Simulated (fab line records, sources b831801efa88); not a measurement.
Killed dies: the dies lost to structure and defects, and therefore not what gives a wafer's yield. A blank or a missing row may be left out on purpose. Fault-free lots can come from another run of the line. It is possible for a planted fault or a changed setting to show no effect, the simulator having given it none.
fab line records + flow sfqLine
record
- lots=6
- wafers=18
- lastDay=81
route steps=325 shown M0@32 I0@43
lots that met no fault: taken from a fault-free run of the same line
startH: hours from the record's first day to the start of the lot's first wafer shown + waitH: hours since the lot's step before + " identical to the entry in the row above + L1.1+2: one row covering several wafers at once + - either no value or no given start + * or withheld: withheld + < > ~ a bound
route shown NAME@n: a module of which the file shows steps, and the number in the route of the first + usual: mean and standard deviation over wafers with no fault + same: alike in all rows + chamber/n: place in a boat + sites: the reading at each site + _std_site: their standard deviation + _edge_site: outer sites' mean less inner sites' + radiusMm: for every site, how far away it sits from the centre of the wafer + mask NAME#n: copy n + behind: the most recent tool/chamber to have shaped the wafer + hold: why the lot was held/for how many hours/how that ended + device: names the non-switching transistor (n, p or np) + end of line: the same wafers' tests at the end of the route + a step without rows: its recipe alone + killed: not the wafer's yield, but the dies lost to structure and defects at the first sort + map: a wafer's dies, x killed, . not, _ none there
set.NAME: setting as actually run; set.NAME@STEP: the setting as run at that earlier step + model.NAME: the simulator's own value behind a step, which no gauge read
lots seen at some steps along the route; tables by step, rows by wafer
services: from which hour (startH, from the record's first day; less than 0 if before it) a tool's chamber was out of use, for how many hours, and why
## steps
# step SFQ_TRILAYER_M0_LITHO_COAT_026
# recipe
- resist=BARC
- spinRpm=3000
- resistThkNm=62
# step SFQ_TRILAYER_M0_LITHO_COAT_021
# recipe
- resist=KrF
- spinRpm=3000
- resistThkNm=600
# step SFQ_TRILAYER_M0_LITHO_SOFTBAKE_025
# recipe
- tempC=withheld
- timeS=withheld
- resist=KrF
# step SFQ_TRILAYER_M0_LITHO_EXPOSE_022
# recipe
- maskId=M0
- na=0.6
- sourceShape=conventional
- sigmaOuter=0.65
- targetCdNm=500
- doseMj=14.4
# step SFQ_TRILAYER_M0_LITHO_PEB_024
# recipe
- pebTempC=115
- pebTimeS=60
- resist=KrF
# step SFQ_TRILAYER_M0_LITHO_DEVELOP_023
# recipe
- timeS=60
- resist=KrF
# step SFQ_M0_OVL_MEAS_906
# usual
- M0_OVL=-2/6.7
| lot.wafer | tool       | chamber | startH | waitH | M0_OVL[nm] |
|-----------|------------|---------|--------|-------|------------|
| L268.1    | overlay-01 | -       | 269.92 | 0.1   | 1          |
| L268.2    | "          | -       | "      | "     | 8          |
| L268.3    | "          | -       | "      | "     | -1         |
| L273.1    | overlay-01 | -       | 314.13 | 0.1   | 3          |
| L273.3    | "          | -       | "      | "     | 3          |
| L273.4    | "          | -       | "      | "     | 1          |
| L280.1    | overlay-02 | -       | 362.51 | 0.1   | -3         |
| L280.2    | "          | -       | "      | "     | -4         |
| L280.5    | "          | -       | "      | "     | -2         |
| L282.2    | overlay-02 | -       | 389.62 | 0.1   | -9         |
| L282.3    | "          | -       | "      | "     | -10        |
| L282.5    | "          | -       | "      | "     | -13        |
| L286.3    | overlay-02 | -       | 424.47 | 0.1   | -10        |
| L286.5    | "          | -       | "      | "     | -14        |
| L286.6    | "          | -       | "      | "     | -2         |
| L287.1    | overlay-01 | -       | 434.06 | 0.1   | -4         |
| L287.4    | "          | -       | "      | "     | 0          |
| L287.6    | "          | -       | "      | "     | -4         |
# step SFQ_TRILAYER_M0_BARC_OPEN_METAL_ETCH_031
# recipe
- maskMaterial=PR
- chemistry=O2
- targetDepthNm=125
- target=BARC
- icpW=600
- biasW=80
- pressureMtorr=10
- timeS=41.7
# usual
- drypumpMotorCurrentA=6.0/0.4
- oesProductAu=0.685/0.0046
- rfFwdPowerW=593.7/2.4
| lot.wafer | tool        | chamber | startH | waitH | drypumpMotorCurrentA | oesProductAu | rfFwdPowerW | rfHoursCounterH |
|-----------|-------------|---------|--------|-------|----------------------|--------------|-------------|-----------------|
| L268.1    | rieMetal-04 | 0       | 269.96 | 0.0   | 5.3                  | 0.683        | 591.8       | 123             |
| L268.2    | "           | 1       | "      | "     | 5.8                  | 0.678        | 592.5       | 17              |
| L268.3    | "           | 1       | "      | "     | 5.8                  | 0.687        | 593.3       | -               |
| L273.1    | rieMetal-03 | 0       | 314.17 | 0.0   | 5.8                  | 0.685        | 594.2       | 18              |
| L273.3    | "           | 0       | "      | "     | 5.7                  | 0.671        | 594.4       | -               |
| L273.4    | "           | 1       | "      | "     | 6.3                  | 0.685        | 593.3       | -               |
| L280.1    | rieMetal-04 | 0       | 362.55 | 0.0   | 5.3                  | 0.688        | 591.6       | 139             |
| L280.2    | "           | 1       | "      | "     | 5.8                  | 0.684        | 593.0       | 32              |
| L280.5    | "           | 0       | "      | "     | 5.3                  | 0.677        | 593.5       | -               |
| L282.2    | rieMetal-02 | 0       | 389.65 | 0.0   | 6.4                  | 0.690        | 597.1       | 96              |
| L282.3    | "           | 0       | "      | "     | 6.4                  | 0.686        | 597.6       | -               |
| L282.5    | "           | 1       | "      | "     | 6.2                  | 0.688        | 592.1       | -               |
| L286.3    | rieMetal-02 | 1       | 424.51 | 0.0   | 6.2                  | 0.681        | 589.6       | -               |
| L286.5    | "           | 1       | "      | "     | 6.2                  | 0.688        | 589.7       | -               |
| L286.6    | "           | 0       | "      | "     | 6.3                  | 0.685        | 594.9       | -               |
| L287.1    | rieMetal-02 | 0       | 434.09 | 0.0   | 6.4                  | 0.685        | 596.2       | 105             |
| L287.4    | "           | 1       | "      | "     | 6.2                  | 0.688        | 591.9       | -               |
| L287.6    | "           | 0       | "      | "     | 6.4                  | 0.683        | 595.9       | -               |
# step SFQ_TRILAYER_M0_ETCH_METAL_ETCH_024
# recipe
- target=Nb
- stopOn=SiO2
- maskMaterial=PR
- chemistry=Cl2/Ar
- targetDepthNm=240
- icpW=600
- biasW=80
- pressureMtorr=10
- timeS=120
# usual
- drypumpMotorCurrentA=6.0/0.4
- oesProductAu=0.894/0.0069
- rfFwdPowerW=596.8/2.2
| lot.wafer | tool        | chamber | startH | waitH | drypumpMotorCurrentA | oesProductAu | rfFwdPowerW | rfHoursCounterH |
|-----------|-------------|---------|--------|-------|----------------------|--------------|-------------|-----------------|
| L268.1    | rieMetal-04 | 0       | 270.02 | 0.0   | 5.3                  | 0.900        | 595.0       | 123             |
| L268.2    | "           | 1       | "      | "     | 5.8                  | 0.896        | 596.9       | 17              |
| L268.3    | "           | 1       | "      | "     | 5.8                  | 0.901        | 597.4       | -               |
| L273.1    | rieMetal-03 | 0       | 314.23 | 0.0   | 5.7                  | 0.896        | 596.0       | 18              |
| L273.3    | "           | 0       | "      | "     | 5.7                  | 0.894        | 596.6       | -               |
| L273.4    | "           | 1       | "      | "     | 6.3                  | 0.887        | 593.7       | -               |
| L280.1    | rieMetal-04 | 0       | 362.61 | 0.0   | 5.3                  | 0.903        | 596.1       | 139             |
| L280.2    | "           | 1       | "      | "     | 5.8                  | 0.901        | 596.9       | 32              |
| L280.5    | "           | 0       | "      | "     | 5.3                  | 0.908        | 595.1       | -               |
| L282.2    | rieMetal-02 | 0       | 389.71 | 0.0   | 6.3                  | 0.894        | 601.5       | 96              |
| L282.3    | "           | 0       | "      | "     | 6.4                  | 0.904        | 601.7       | -               |
| L282.5    | "           | 1       | "      | "     | 6.2                  | 0.893        | 594.1       | -               |
| L286.3    | rieMetal-02 | 1       | 424.60 | 0.1   | 6.2                  | 0.891        | 595.8       | -               |
| L286.5    | "           | 1       | "      | "     | 6.2                  | 0.899        | 596.9       | -               |
| L286.6    | "           | 0       | "      | "     | 6.3                  | 0.901        | 600.0       | -               |
| L287.1    | rieMetal-02 | 0       | 434.15 | 0.0   | 6.4                  | 0.898        | 596.3       | 105             |
| L287.4    | "           | 1       | "      | "     | 6.2                  | 0.882        | 595.7       | -               |
| L287.6    | "           | 0       | "      | "     | 6.4                  | 0.895        | 596.7       | -               |
# step SFQ_TRILAYER_M0_STRIP_STRIP_025
# recipe
- gas=O2
- powerW=200
- platenTempC=40
- overashFraction=0.65
- chemistry=O2
- pressureMtorr=50
# usual
- drypumpMotorCurrentA=6.0/0.4
- oesProductAu=1.002/0.0078
- platenTempC=40.01/0.12
| lot.wafer | tool        | chamber | startH | waitH | drypumpMotorCurrentA | oesProductAu | platenTempC | rfHoursCounterH |
|-----------|-------------|---------|--------|-------|----------------------|--------------|-------------|-----------------|
| L268.1    | rieMetal-04 | 0       | 270.14 | 0.1   | 5.3                  | 0.999        | 40.12       | 123             |
| L268.2    | "           | 1       | "      | "     | 5.8                  | 1.018        | 40.14       | 17              |
| L268.3    | "           | 1       | "      | "     | 5.8                  | 1.013        | 40.08       | -               |
| L273.1    | rieMetal-03 | 0       | 314.35 | 0.1   | 5.8                  | 1.009        | 39.87       | 18              |
| L273.3    | "           | 0       | "      | "     | 5.8                  | 1.000        | 39.87       | -               |
| L273.4    | "           | 1       | "      | "     | 6.3                  | 0.989        | 40.23       | -               |
| L280.1    | rieMetal-04 | 0       | 362.74 | 0.1   | 5.2                  | 1.007        | 39.95       | 139             |
| L280.2    | "           | 1       | "      | "     | 5.8                  | 1.006        | 40.08       | 33              |
| L280.5    | "           | 0       | "      | "     | 5.3                  | 0.986        | 39.77       | -               |
| L282.2    | rieMetal-02 | 0       | 389.84 | 0.1   | 6.4                  | 1.001        | 39.99       | 96              |
| L282.3    | "           | 0       | "      | "     | 6.4                  | 1.009        | 39.95       | -               |
| L282.5    | "           | 1       | "      | "     | 6.2                  | 0.993        | 40.09       | -               |
| L286.3    | rieMetal-02 | 1       | 424.88 | 0.2   | 6.2                  | 1.001        | 40.07       | -               |
| L286.5    | "           | 1       | "      | "     | 6.2                  | 0.995        | 40.04       | -               |
| L286.6    | "           | 0       | "      | "     | 6.3                  | 0.995        | 39.79       | -               |
| L287.1    | rieMetal-02 | 0       | 434.28 | 0.1   | 6.4                  | 0.997        | 40.09       | 105             |
| L287.4    | "           | 1       | "      | "     | 6.2                  | 1.001        | 39.87       | -               |
| L287.6    | "           | 0       | "      | "     | 6.4                  | 0.999        | 40.12       | -               |
# step SFQ_TRILAYER_M0_STRIP_SOLV_CLEAN_026
# recipe
- chemistry=NMP
- tempC=70
- timeS=600
# step SFQ_TRILAYER_I0_DEP_PECVD_027
# recipe
- material=SiO2
- tempC=150
- timeS=111.11
- pressureTorr=2.4
- rfW=183.3
- precursor=SiH4/N2O
- targetThkNm=500
# usual
- chamberPressureTorr=2.400/0.005
- heaterPowerOuterW=29/8.6
- heaterPowerW=79/16
- rfFwdPowerW=182.3/0.63
- throttleValvePct=24.1/0.8
| lot.wafer | tool     | chamber | startH | waitH | chamberPressureTorr | heaterPowerOuterW | heaterPowerW | rfFwdPowerW | sinceWetCleanH | throttleValvePct |
|-----------|----------|---------|--------|-------|---------------------|-------------------|--------------|-------------|----------------|------------------|
| L268.1    | pecvd-02 | 1       | 270.92 | 0.0   | 2.398               | 41                | 100          | 182.0       | 63             | 23.3             |
| L268.2    | "        | 0       | "      | "     | 2.393               | 29                | 70           | 182.4       | 63             | 23.2             |
| L268.3    | "        | 2       | "      | "     | 2.403               | 12                | 49           | 183.0       | 63             | 23.1             |
| L273.1    | pecvd-02 | 2       | 315.13 | 0.0   | 2.399               | 10                | 45           | 181.4       | 107            | 23.4             |
| L273.3    | "        | 0       | "      | "     | 2.402               | 34                | 76           | 181.9       | 107            | 23.2             |
| L273.4    | "        | 2       | "      | "     | 2.398               | 12                | 48           | 181.7       | -              | 23.3             |
| L280.1    | pecvd-04 | 0       | 363.51 | 0.0   | 2.409               | 38                | 94           | 182.4       | 525            | 24.0             |
| L280.2    | "        | 1       | "      | "     | 2.406               | 39                | 100          | 181.5       | 525            | 23.8             |
| L280.5    | "        | 2       | "      | "     | 2.406               | 27                | 84           | 182.2       | -              | 24.4             |
| L282.2    | pecvd-03 | 1       | 390.61 | 0.0   | 2.394               | 37                | 84           | 182.7       | 935            | 25.8             |
| L282.3    | "        | 2       | "      | "     | 2.403               | 32                | 90           | 183.0       | 935            | 24.0             |
| L282.5    | "        | 2       | "      | "     | 2.390               | 32                | 91           | 182.7       | -              | 23.8             |
| L286.3    | pecvd-04 | 1       | 425.45 | 0.0   | 2.398               | 39                | 100          | 182.3       | 587            | 24.1             |
| L286.5    | "        | 0       | "      | "     | 2.413               | 35                | 94           | 183.7       | -              | 24.2             |
| L286.6    | "        | 2       | "      | "     | 2.406               | 23                | 77           | 181.8       | -              | 24.1             |
| L287.1    | pecvd-02 | 0       | 435.07 | 0.0   | 2.390               | 30                | 73           | 182.4       | 227            | 23.8             |
| L287.4    | "        | 1       | "      | "     | 2.396               | 30                | 88           | 183.6       | -              | 24.6             |
| L287.6    | "        | 0       | "      | "     | 2.399               | 31                | 72           | 183.4       | -              | 23.5             |
# step SFQ_TRILAYER_I0_CMP_CMP_028
# recipe
- material=SiO2
- downForcePsi=3
- platenRpm=60
- padVelocityMS=0.94248
# usual
- motorCurrentA=10.1/1.2
- platenRpm=60.00/0.041
- timeToEndpointS=217/7.9
| lot.wafer | tool   | chamber | startH | waitH | motorCurrentA | platenRpm | timeToEndpointS |
|-----------|--------|---------|--------|-------|---------------|-----------|-----------------|
| L268.3    | cmp-01 | 0       | 275.28 | 4.3   | 10.4          | 60.07     | 230             |
| L268.2    | "      | 1       | "      | "     | 9.8           | 60.02     | 216             |
| L268.1    | "      | 2       | "      | "     | 11.1          | 59.99     | 226             |
| L273.1    | cmp-02 | 3       | 319.58 | 4.4   | 7.7           | 60.02     | 209             |
| L273.4    | "      | 0       | "      | "     | 11.1          | 59.98     | 211             |
| L273.3    | "      | 2       | 321.08 | 5.9   | 10.1          | 60.03     | 217             |
| L280.1    | cmp-01 | 1       | 363.59 | 0.0   | 9.4           | 60.07     | 203             |
| L280.2    | "      | 3       | 364.59 | 1.0   | 10.6          | 59.98     | 216             |
| L280.5    | "      | 1       | 365.59 | 2.0   | 9.6           | 60.03     | 211             |
| L282.2    | cmp-02 | 0       | 391.19 | 0.5   | 11.2          | 59.95     | 210             |
| L282.3    | "      | 2       | 392.19 | 1.5   | 9.5           | 60.00     | 229             |
| L282.5    | "      | 0       | 393.19 | 2.5   | 11.2          | 59.98     | 215             |
| L286.3    | cmp-02 | 3       | 430.67 | 5.2   | 7.8           | 59.99     | 208             |
| L286.6    | "      | 0       | "      | "     | 10.8          | 60.02     | 210             |
| L286.5    | "      | 1       | "      | "     | 10.6          | 66.04     | 202             |
| L287.1    | cmp-02 | 0       | 442.11 | 7.0   | 11.1          | 60.02     | 214             |
| L287.4    | "      | 1       | "      | "     | 11.0          | 65.99     | 194             |
| L287.6    | "      | 0       | 444.11 | 9.0   | 11.4          | 59.98     | 210             |
# step SFQ_I0_BOW_MEAS_907
# recipe
- mode=bow
# usual
- I0_BOW=1/7.1
| lot.wafer | tool         | chamber | startH | waitH | I0_BOW[um] |
|-----------|--------------|---------|--------|-------|------------|
| L268.1    | filmMetro-02 | -       | 277.78 | 1.0   | 5          |
| L268.2    | "            | -       | "      | "     | 9          |
| L268.3    | "            | -       | "      | "     | 5          |
| L273.1    | filmMetro-02 | -       | 322.58 | 2.5   | -11        |
| L273.3    | "            | -       | "      | "     | 3          |
| L273.4    | "            | -       | "      | "     | -1         |
| L280.1    | filmMetro-03 | -       | 366.59 | 2.5   | -2         |
| L280.2    | "            | -       | "      | "     | -3         |
| L280.5    | "            | -       | "      | "     | 10         |
| L282.2    | filmMetro-02 | -       | 393.71 | 2.0   | 10         |
| L282.3    | "            | -       | "      | "     | 0          |
| L282.5    | "            | -       | "      | "     | 0          |
| L286.3    | filmMetro-04 | -       | 432.21 | 1.0   | -3         |
| L286.5    | "            | -       | "      | "     | 7          |
| L286.6    | "            | -       | "      | "     | -5         |
| L287.1    | filmMetro-03 | -       | 444.61 | 2.0   | 4          |
| L287.4    | "            | -       | "      | "     | -8         |
| L287.6    | "            | -       | "      | "     | 4          |
## services
| tool        | chamber | startH | hours | kind          |
|-------------|---------|--------|-------|---------------|
| pecvd-04    | 1       | 249.98 | 2.2   | repair        |
| pecvd-03    | -       | 255.49 | 1.5   | repair        |
| cmp-02      | -       | 270.23 | 4.9   | repair        |
| rieMetal-02 | 1       | 281.69 | -     | clean         |
| rieMetal-02 | 1       | 281.69 | 20.9  | scheduledDown |
| cmp-01      | -       | 292.49 | 1.8   | repair        |
| cmp-01      | -       | 293.58 | 0.5   | repair        |
| cmp-02      | -       | 296.15 | 5.4   | pm            |
| cmp-01      | -       | 317.88 | 1.7   | repair        |
| rieMetal-03 | -       | 332.40 | 2.8   | pm            |
| rieMetal-03 | -       | 335.15 | 1.4   | pm            |
| rieMetal-03 | 1       | 335.28 | 2.1   | repair        |
| rieMetal-04 | -       | 366.05 | 0.5   | repair        |
| cmp-01      | -       | 367.15 | 8.9   | pm            |
| cmp-02      | -       | 373.75 | 1.9   | repair        |
| rieMetal-03 | -       | 375.93 | 0.9   | repair        |
| rieMetal-03 | -       | 403.60 | 28.1  | pm            |
| cmp-01      | -       | 406.77 | 4.0   | pm            |
| rieMetal-04 | -       | 426.55 | 2.8   | pm            |
| cmp-01      | -       | 427.69 | 0.2   | repair        |
| cmp-01      | -       | 428.68 | 1.3   | repair        |
| cmp-02      | -       | 435.17 | 3.4   | pm            |
| pecvd-04    | -       | 439.39 | 2.5   | repair        |
| cmp-01      | -       | 440.61 | 0.5   | repair        |
## key
firstSign
- step=SFQ_TRILAYER_I0_CMP_CMP_028
- reading=platenRpm
- direction=up
- sigmas=99+
- usual=60.00
- struck=66.02
effect none on later readings
metAt SFQ_TRILAYER_I0_CMP_CMP_028
struckWafers L286.5,L287.4
fault
- kind=processParameterDrift
- tool=cmp-02
- chamber=1
- onsetH=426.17
- steps=SFQ_TRILAYER_I0_CMP_CMP_028
- channel=platenRpm
- offset=6
- shape=step
- endH=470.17
- actsIn=theseRecipesOnly
- stated=60
